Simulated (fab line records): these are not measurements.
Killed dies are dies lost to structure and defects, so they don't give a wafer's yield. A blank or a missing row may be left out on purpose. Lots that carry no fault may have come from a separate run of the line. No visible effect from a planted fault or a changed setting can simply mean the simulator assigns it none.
2 desks, one fault | flow gf180mcu | each desk has only its own numbers; what lay behind them comes last

== THE METROLOGY DESK ==
What the gauges read for every lot (on any tool): the sampled wafers with a number, averaged. A lot is out of limits, marked OUT, if its mean lies more than 4 standard deviations from the usual mean; the brackets give that distance.
Columns: A = V5_W_RS at GF_V5_RS_MEAS_24, usual 0.328 ohm/sq; B = TOP_METAL_OVL at GF_TOP_METAL_OVL_MEAS_15, usual 0.1 nm
lot  | first seen here | A     | B
L318 | day 28 00:04    | 0.332 | -0.6
L319 | day 28 03:25    | 0.327 | -1.0
L320 | day 28 12:02    | 0.328 | -0.4
L321 | day 28 16:44    | 0.327 | 0.8
L326 | day 30 04:31    | 0.330 | 1.0
L327 | day 30 09:56    | 0.327 | -2.0
L328 | day 30 18:45    | 0.329 | -0.0
L329 | day 30 22:03    | 0.328 | 0.4
L331 | day 31 14:13    | 0.329 | 2.4
L332 | day 31 16:37    | 0.328 | -0.8
L333 | day 31 22:46    | 0.326 | -1.5
L336 | day 32 20:19    | 0.325 | -1.2
L337 | day 32 22:08    | 0.327 | 0.6
L339 | day 33 08:43    | 0.330 | 0.8
This desk's verdict: no lot among the 14 shows anything out of limits.

== DESK OF THE TOOL OWNER: plasma asher-02 ==
The tool's own readings at GF_POLY_GATE_STRIP_14 (strips in O2/N2): means of the sampled wafers that have a number, for each lot that ran on this tool. A lot is out of limits, marked OUT, if its mean lies more than 4 standard deviations from the usual mean; the brackets give that distance.
Columns: A = drypump motor current A at GF_POLY_GATE_STRIP_14, usual 5.8 A; B = heater power w at GF_POLY_GATE_STRIP_14, usual 340 W; C = oes product au at GF_POLY_GATE_STRIP_14, usual 0.504 a.u.
lot  | first seen here | A   | B   | C
L318 | day 9 18:20     | 5.9 | 364 | 0.506
L320 | day 10 08:49    | 5.5 | 359 | 0.502
L326 | day 11 20:46    | 5.5 | 360 | 0.501
L332 | day 13 14:30    | 5.0 | 360 | 0.505
L333 | day 13 21:50    | 5.5 | 368 | 0.509
L337 | day 15 03:12    | 5.4 | 361 | 0.503
L339 | day 15 17:43    | 5.5 | 357 | 0.500
This desk's verdict: no lot among the 7 shows anything out of limits.

== ALL TOGETHER ==
Metrology desk: nothing out of limits seen.
The desk of the tool owner found nothing out of limits.

== WHAT THE SIMULATOR HAD PUT IN ==
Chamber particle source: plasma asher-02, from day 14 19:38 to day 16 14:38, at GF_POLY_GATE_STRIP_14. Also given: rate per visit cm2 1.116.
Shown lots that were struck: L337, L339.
